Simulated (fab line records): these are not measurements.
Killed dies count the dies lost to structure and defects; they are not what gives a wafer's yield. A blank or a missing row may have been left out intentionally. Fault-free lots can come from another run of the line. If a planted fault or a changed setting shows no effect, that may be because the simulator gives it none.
The tool behind it: which one? :: flow gf180mcu :: 13 lots with 39 wafers sampled at 5 steps, on a route of 602 steps

== WHAT THE GAUGES READ, wafer by wafer ==
GF_HV_LDD_CD_MEAS_31 targets a cd of 400 nm. Usual: cd nm reads 399.7 nm (standard deviation 2.1).
lot: L270
measured: day 11 14:34
on: cd sem-01
cd nm (nm): 401.3 401.4 400.0
flag: 

lot: L271
measured: day 11 19:46
on: cd sem-02
cd nm (nm): 398.1 398.3 399.6
flag: 

lot: L272
measured: day 12 02:49
on: cd sem-01
cd nm (nm): 401.3 400.4 401.9
flag: 

lot: L273
measured: day 12 10:04
on: cd sem-01
cd nm (nm): 403.0 402.4 402.3
flag: 

lot: L276
measured: day 13 11:19
on: cd sem-01
cd nm (nm): 399.3 398.9 400.3
flag: 

lot: L277
measured: day 13 17:36
on: cd sem-02
cd nm (nm): 398.1 397.3 400.1
flag: 

lot: L281
measured: day 15 10:22
on: cd sem-02
cd nm (nm): 400.3 400.7 400.5
flag: 

lot: L282
measured: day 15 17:25
on: cd sem-02
cd nm (nm): 399.0 400.1 398.8
flag: 

lot: L285
measured: day 16 13:58
on: cd sem-02
cd nm (nm): 385.0 386.4 387.0
flag: OFF

lot: L288
measured: day 17 09:34
on: cd sem-01
cd nm (nm): 388.6 390.2 388.8
flag: OFF

lot: L289
measured: day 17 17:40
on: cd sem-01
cd nm (nm): 400.1 401.1 400.6
flag: 

lot: L290
measured: day 18 00:13
on: cd sem-01
cd nm (nm): 398.2 396.9 398.5
flag: 

lot: L291
measured: day 18 08:55
on: cd sem-01
cd nm (nm): 397.7 396.2 398.3
flag: 

GF_HV_LDD_THK_MEAS_55. Usual: HV_LDD_CVD_54_THK typically reads 9.98 nm, with standard deviation 0.15.
lot: L270
measured: day 12 12:35
on: film metro-01
HV_LDD_CVD_54_THK (nm): 9.71 9.61 9.57
flag: 

lot: L271
measured: day 12 16:38
on: film metro-01
HV_LDD_CVD_54_THK (nm): 9.93 9.98 9.98
flag: 

lot: L272
measured: day 13 00:27
on: film metro-02
HV_LDD_CVD_54_THK (nm): 9.89 9.93 9.97
flag: 

lot: L273
measured: day 13 08:19
on: film metro-01
HV_LDD_CVD_54_THK (nm): 9.82 9.72 9.71
flag: 

lot: L276
measured: day 14 09:54
on: film metro-01
HV_LDD_CVD_54_THK (nm): 9.98 9.99 10.04
flag: 

lot: L277
measured: day 14 19:49
on: film metro-02
HV_LDD_CVD_54_THK (nm): 9.79 9.79 9.84
flag: 

lot: L281
measured: day 16 10:32
on: film metro-01
HV_LDD_CVD_54_THK (nm): 10.06 10.09 10.13
flag: 

lot: L282
measured: day 16 17:14
on: film metro-02
HV_LDD_CVD_54_THK (nm): 10.25 10.12 10.28
flag: 

lot: L285
measured: day 17 15:52
on: film metro-02
HV_LDD_CVD_54_THK (nm): 9.96 10.05 10.02
flag: 

lot: L288
measured: day 18 12:07
on: film metro-02
HV_LDD_CVD_54_THK (nm): 9.92 9.91 10.05
flag: 

lot: L289
measured: day 18 19:24
on: film metro-03
HV_LDD_CVD_54_THK (nm): 10.05 9.98 10.17
flag: 

lot: L290
measured: day 19 02:17
on: film metro-01
HV_LDD_CVD_54_THK (nm): 10.12 10.25 10.27
flag: 

lot: L291
measured: day 19 11:05
on: film metro-01
HV_LDD_CVD_54_THK (nm): 9.93 9.90 9.89
flag: 

GF_M2_CD_MEAS_14 targets a cd of 280 nm. Usual: cd nm reads 280.2 nm (standard deviation 1.2).
lot: L270
measured: day 19 07:27
on: cd sem-02
cd nm (nm): 279.5 280.3 279.1
flag: 

lot: L271
measured: day 19 11:21
on: cd sem-02
cd nm (nm): 280.9 280.6 280.7
flag: 

lot: L272
measured: day 19 20:12
on: cd sem-02
cd nm (nm): 280.8 281.4 281.7
flag: 

lot: L273
measured: day 20 05:46
on: cd sem-02
cd nm (nm): 280.4 279.5 278.9
flag: 

lot: L276
measured: day 21 12:34
on: cd sem-01
cd nm (nm): 280.6 280.1 280.1
flag: 

lot: L277
measured: day 21 22:23
on: cd sem-01
cd nm (nm): 279.9 280.4 279.0
flag: 

lot: L281
measured: day 23 15:01
on: cd sem-01
cd nm (nm): 278.1 279.7 281.4
flag: 

lot: L282
measured: day 23 23:30
on: cd sem-01
cd nm (nm): 280.1 281.2 281.2
flag: 

lot: L285
measured: day 24 20:50
on: cd sem-02
cd nm (nm): 280.5 280.8 281.9
flag: 

lot: L288
measured: day 25 15:06
on: cd sem-02
cd nm (nm): 281.0 281.3 281.6
flag: 

lot: L289
measured: day 25 20:51
on: cd sem-01
cd nm (nm): 281.6 280.6 280.4
flag: 

lot: L290
measured: day 26 02:45
on: cd sem-02
cd nm (nm): 281.3 279.9 280.7
flag: 

lot: L291
measured: day 26 11:16
on: cd sem-02
cd nm (nm): 280.0 279.0 279.1
flag: 

== EACH LOT AND THE TOOL THAT RAN IT (in order: tool; ch and the chambers of the sampled wafers; start) ==
lot: L270
GF_HV_LDD_EXPOSE_28: iline stepper-01 ch 0, day 11 05:19
GF_SALICIDE_SPUTTER_02: pvd sputter-01, day 15 05:53

lot: L271
GF_HV_LDD_EXPOSE_28: iline stepper-02 ch 0, day 11 10:30
GF_SALICIDE_SPUTTER_02: pvd sputter-01, day 15 08:41

lot: L272
GF_HV_LDD_EXPOSE_28: iline stepper-02 ch 0, day 11 17:34
GF_SALICIDE_SPUTTER_02: pvd sputter-01, day 15 17:37

lot: L273
GF_HV_LDD_EXPOSE_28: iline stepper-02 ch 0, day 12 00:55
GF_SALICIDE_SPUTTER_02: pvd sputter-04, day 16 03:34

lot: L276
GF_HV_LDD_EXPOSE_28: iline stepper-02 ch 0, day 13 01:43
GF_SALICIDE_SPUTTER_02: pvd sputter-04, day 17 07:26

lot: L277
GF_HV_LDD_EXPOSE_28: iline stepper-02 ch 0, day 13 07:46
GF_SALICIDE_SPUTTER_02: pvd sputter-03, day 17 16:05

lot: L281
GF_HV_LDD_EXPOSE_28: iline stepper-02 ch 0, day 14 23:52
GF_SALICIDE_SPUTTER_02: pvd sputter-01, day 19 11:09

lot: L282
GF_HV_LDD_EXPOSE_28: iline stepper-01 ch 0, day 15 06:50
GF_SALICIDE_SPUTTER_02: pvd sputter-01, day 19 19:07

lot: L285
GF_HV_LDD_EXPOSE_28: iline stepper-01 ch 0, day 16 02:52
GF_SALICIDE_SPUTTER_02: pvd sputter-04, day 20 18:48

lot: L288
GF_HV_LDD_EXPOSE_28: iline stepper-01 ch 0, day 16 22:27
GF_SALICIDE_SPUTTER_02: pvd sputter-03, day 21 15:22

lot: L289
GF_HV_LDD_EXPOSE_28: iline stepper-02 ch 0, day 17 06:09
GF_SALICIDE_SPUTTER_02: pvd sputter-03, day 21 22:29

lot: L290
GF_HV_LDD_EXPOSE_28: iline stepper-02 ch 0, day 17 12:52
GF_SALICIDE_SPUTTER_02: pvd sputter-04, day 22 04:22

lot: L291
GF_HV_LDD_EXPOSE_28: iline stepper-02 ch 0, day 17 21:25
GF_SALICIDE_SPUTTER_02: pvd sputter-01, day 22 13:46
- GF_HV_LDD_EXPOSE_28: exposes mask Nplus HV AREA, target cd 400 nm.
- GF_SALICIDE_SPUTTER_02: material Co, target thk 10 nm, time 20 s.

== AS READ BY THE TOOLS THEMSELVES (means over the sampled wafers that have a number; for cases with no such wafer, the mark the record gives instead) ==
GF_HV_LDD_EXPOSE_28. Usual: exposure dose mJ cm2 reads 140.00 (standard deviation 0.14).
lot: L270
tool: iline stepper-01
exposure dose mJ cm2: 140.13
flag: 

lot: L271
tool: iline stepper-02
exposure dose mJ cm2: 139.78
flag: 

lot: L272
tool: iline stepper-02
exposure dose mJ cm2: 139.89
flag: 

lot: L273
tool: iline stepper-02
exposure dose mJ cm2: 139.90
flag: 

lot: L276
tool: iline stepper-02
exposure dose mJ cm2: 139.89
flag: 

lot: L277
tool: iline stepper-02
exposure dose mJ cm2: 140.15
flag: 

lot: L281
tool: iline stepper-02
exposure dose mJ cm2: 140.02
flag: 

lot: L282
tool: iline stepper-01
exposure dose mJ cm2: 139.93
flag: 

lot: L285
tool: iline stepper-01
exposure dose mJ cm2: 134.49
flag: OFF

lot: L288
tool: iline stepper-01
exposure dose mJ cm2: 134.48
flag: OFF

lot: L289
tool: iline stepper-02
exposure dose mJ cm2: 140.13
flag: 

lot: L290
tool: iline stepper-02
exposure dose mJ cm2: 139.99
flag: 

lot: L291
tool: iline stepper-02
exposure dose mJ cm2: 139.90
flag: 

GF_SALICIDE_SPUTTER_02. Usual: cathode dc power W 999.99 W, standard deviation 0.2; throttle valve pct 29.8 %, standard deviation 0.89.
lot: L270
tool: pvd sputter-01
cathode dc power W (W): 999.92
throttle valve pct (%): 29.6
flag: 

lot: L271
tool: pvd sputter-01
cathode dc power W (W): 1000.07
throttle valve pct (%): 29.5
flag: 

lot: L272
tool: pvd sputter-01
cathode dc power W (W): 999.87
throttle valve pct (%): 29.7
flag: 

lot: L273
tool: pvd sputter-04
cathode dc power W (W): 999.96
throttle valve pct (%): 29.9
flag: 

lot: L276
tool: pvd sputter-04
cathode dc power W (W): 1000.13
throttle valve pct (%): 30.0
flag: 

lot: L277
tool: pvd sputter-03
cathode dc power W (W): 999.95
throttle valve pct (%): 29.5
flag: 

lot: L281
tool: pvd sputter-01
cathode dc power W (W): 999.78
throttle valve pct (%): 29.4
flag: 

lot: L282
tool: pvd sputter-01
cathode dc power W (W): 999.96
throttle valve pct (%): 29.7
flag: 

lot: L285
tool: pvd sputter-04
cathode dc power W (W): 1000.10
throttle valve pct (%): 30.0
flag: 

lot: L288
tool: pvd sputter-03
cathode dc power W (W): 1000.08
throttle valve pct (%): 30.7
flag: 

lot: L289
tool: pvd sputter-03
cathode dc power W (W): 999.95
throttle valve pct (%): 29.6
flag: 

lot: L290
tool: pvd sputter-04
cathode dc power W (W): 1000.12
throttle valve pct (%): 30.3
flag: 

lot: L291
tool: pvd sputter-01
cathode dc power W (W): 999.94
throttle valve pct (%): 29.4
flag: 

== THE ANSWER, worked out from the rows above alone ==
Rule: lot off if the mean of its wafers having a number is beyond 3 standard deviations from the usual mean. A lot without any number at a reading at which 4 lots or more have one is off too. Any other lot the step has rows for is counted as sound. The gauges are gone through in route order, then the tools' own readings, and for those a lot's mean is taken as printed above. At the first step where some lot is off, the reading lying furthest off is the one used; lots without a number count as furthest.
Off at GF_HV_LDD_CD_MEAS_31 (cd nm): L285, L288.
A tool fits if, at a process step before that reading, it ran every lot that is off, and no sound lot after the first of them. Not tried: the gauges at GF_HV_LDD_CD_MEAS_31; whatever is off there is also off at GF_HV_LDD_EXPOSE_28, on other tools, and gauge error can't account for it. One fits: GF_HV_LDD_EXPOSE_28 on iline stepper-01. A fault onset in the window from L282 (day 15 06:50, its last sound lot) to L285 (day 16 02:52, its first lot off) fits.
On the lots that are off, the tool's own readings at GF_HV_LDD_EXPOSE_28 differ by more than 5 times the standard deviation of the sound lots' means, which bears it out; exposure dose mJ cm2 reads 134.49 there versus 139.97 on the sound lots.

== WHAT THE SIMULATOR PUT IN ==
Process parameters drifting: iline stepper-01 at GF_HV_LDD_EXPOSE_28, beginning at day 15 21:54. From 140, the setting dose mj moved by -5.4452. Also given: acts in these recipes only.
Shown lots that were struck: L285, L288. The rule above found the same.
